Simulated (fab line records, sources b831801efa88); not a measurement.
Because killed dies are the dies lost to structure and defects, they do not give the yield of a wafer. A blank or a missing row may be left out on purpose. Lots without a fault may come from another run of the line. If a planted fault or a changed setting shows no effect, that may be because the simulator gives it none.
Tool commonality check    flow sky130    Lots sampled 12, wafers sampled 36

== WHY IT WAS OPENED ==
At SKY_VT_ADJUST_HVTP_TW_MEAS_11 the reading VT_ADJUST_HVTP_TW is flagged on 1 of 12 lots. Wafers without a fault read 1358, standard deviation 6.5.
Rule: a lot is flagged in two cases, either no wafer of it has a number, or all its wafers with numbers fall more than 4 standard deviations from that mean. As for the other lots, they are considered sound.

lot   measured      on            VT_ADJUST_HVTP_TW, wafer by wafer  flag
L704  day 6 07:21   filmMetro-01  1358 1352 1345                     
L703  day 6 07:40   filmMetro-02  1358 1355 1363                     
L705  day 6 10:52   filmMetro-02  1362 1358 1365                     
L707  day 6 21:52   filmMetro-01  1362 1352 1349                     
L710  day 8 00:04   filmMetro-01  30 30 30                           FLAGGED
L720  day 10 15:28  filmMetro-04  1363 1361 1357                     
L721  day 10 22:34  filmMetro-04  1367 1362 1363                     
L722  day 11 07:39  filmMetro-01  1354 1358 1349                     
L723  day 11 11:25  filmMetro-02  1369 1360 1365                     
L724  day 11 12:58  filmMetro-04  1354 1357 1349                     
L725  day 11 21:01  filmMetro-04  1355 1357 1356                     
L726  day 12 16:57  filmMetro-01  1360 1368 1362                     
Flagged lots average 30: -1328 relative to the usual, that is -99 or more standard deviations.

== EACH LOT AND THE TOOL IT RAN ON ==
2 process steps preceding the reading are held in the record, out of 708 steps in the route. In each cell: the tool, then ch and the chambers that the sampled wafers went through, then the start.
lot   flag     SKY_NWELL_RTA_28                 SKY_VT_ADJUST_HVTP_EXPOSE_04
L704           rtpAnneal-01 ch 0, day 5 12:36   ilineStepper-02 ch 0, day 5 21:20
L703           rtpAnneal-02 ch 0, day 5 12:39   ilineStepper-01 ch 0, day 5 21:58
L705           rtpAnneal-01 ch 0, day 5 16:21   ilineStepper-01 ch 0, day 6 01:49
L707           rtpAnneal-02 ch 0, day 6 03:32   ilineStepper-01 ch 0, day 6 12:37
L710  FLAGGED  rtpAnneal-01 ch 0, day 7 03:19   ilineStepper-01 ch 0, day 7 14:00
L720           rtpAnneal-01 ch 0, day 9 16:59   ilineStepper-02 ch 0, day 10 03:56
L721           rtpAnneal-02 ch 0, day 9 23:39   ilineStepper-02 ch 0, day 10 11:10
L722           rtpAnneal-01 ch 0, day 10 08:04  ilineStepper-02 ch 0, day 10 19:49
L723           rtpAnneal-02 ch 0, day 10 11:11  ilineStepper-01 ch 0, day 10 22:52
L724           rtpAnneal-01 ch 0, day 10 12:58  ilineStepper-02 ch 0, day 11 01:10
L725           rtpAnneal-01 ch 0, day 10 20:18  ilineStepper-01 ch 0, day 11 08:55
L726           rtpAnneal-02 ch 0, day 11 16:06  ilineStepper-01 ch 0, day 12 04:51
What these steps do:
- SKY_NWELL_RTA_28: time 30 s.
- SKY_VT_ADJUST_HVTP_EXPOSE_04: exposes mask HVTPM, target cd 380 nm.
- SKY_VT_ADJUST_HVTP_TW_MEAS_11

== FLAGGED AGAINST TOTAL, ONE TOOL AT A TIME (gauges that did the reading follow at the end) ==
step                           tool             lots run  flagged  share of the flagged lots  sound lots run after its first flagged lot
SKY_NWELL_RTA_28               rtpAnneal-01     7         1        all                        4 (L720,L722,L724,L725)
SKY_NWELL_RTA_28               rtpAnneal-02     5         0        none                       -
SKY_VT_ADJUST_HVTP_EXPOSE_04   ilineStepper-01  7         1        all                        3 (L723,L725,L726)
SKY_VT_ADJUST_HVTP_EXPOSE_04   ilineStepper-02  5         0        none                       -
SKY_VT_ADJUST_HVTP_TW_MEAS_11  filmMetro-01     5         1        all                        2 (L722,L726)
SKY_VT_ADJUST_HVTP_TW_MEAS_11  filmMetro-02     3         0        none                       -
SKY_VT_ADJUST_HVTP_TW_MEAS_11  filmMetro-04     4         0        none                       -

== WHAT IS ALLOWED BY THE TABLE ==
rtpAnneal-01 at SKY_NWELL_RTA_28, ilineStepper-01 at SKY_VT_ADJUST_HVTP_EXPOSE_04 and filmMetro-01 at SKY_VT_ADJUST_HVTP_TW_MEAS_11: these 3 rows of the table ran every flagged lot.
- rtpAnneal-01 at SKY_NWELL_RTA_28 ran 7 lots, 1 of them flagged. Sound lots followed the first flagged one (L720, L722, L724, L725) on it, something a lasting fault affecting the whole tool could not allow.
- ilineStepper-01 at SKY_VT_ADJUST_HVTP_EXPOSE_04 ran 7 lots, 1 of them flagged. Sound lots followed the first flagged one (L723, L725, L726) on it, something a lasting fault affecting the whole tool could not allow.
- filmMetro-01 at SKY_VT_ADJUST_HVTP_TW_MEAS_11 ran 5 lots, 1 of them flagged. Sound lots followed the first flagged one (L722, L726) on it, something a lasting fault affecting the whole tool could not allow.
There is no row in the table that ran each flagged lot and no sound lot after the first.

== WHAT HAD BEEN PUT IN BY THE SIMULATOR ==
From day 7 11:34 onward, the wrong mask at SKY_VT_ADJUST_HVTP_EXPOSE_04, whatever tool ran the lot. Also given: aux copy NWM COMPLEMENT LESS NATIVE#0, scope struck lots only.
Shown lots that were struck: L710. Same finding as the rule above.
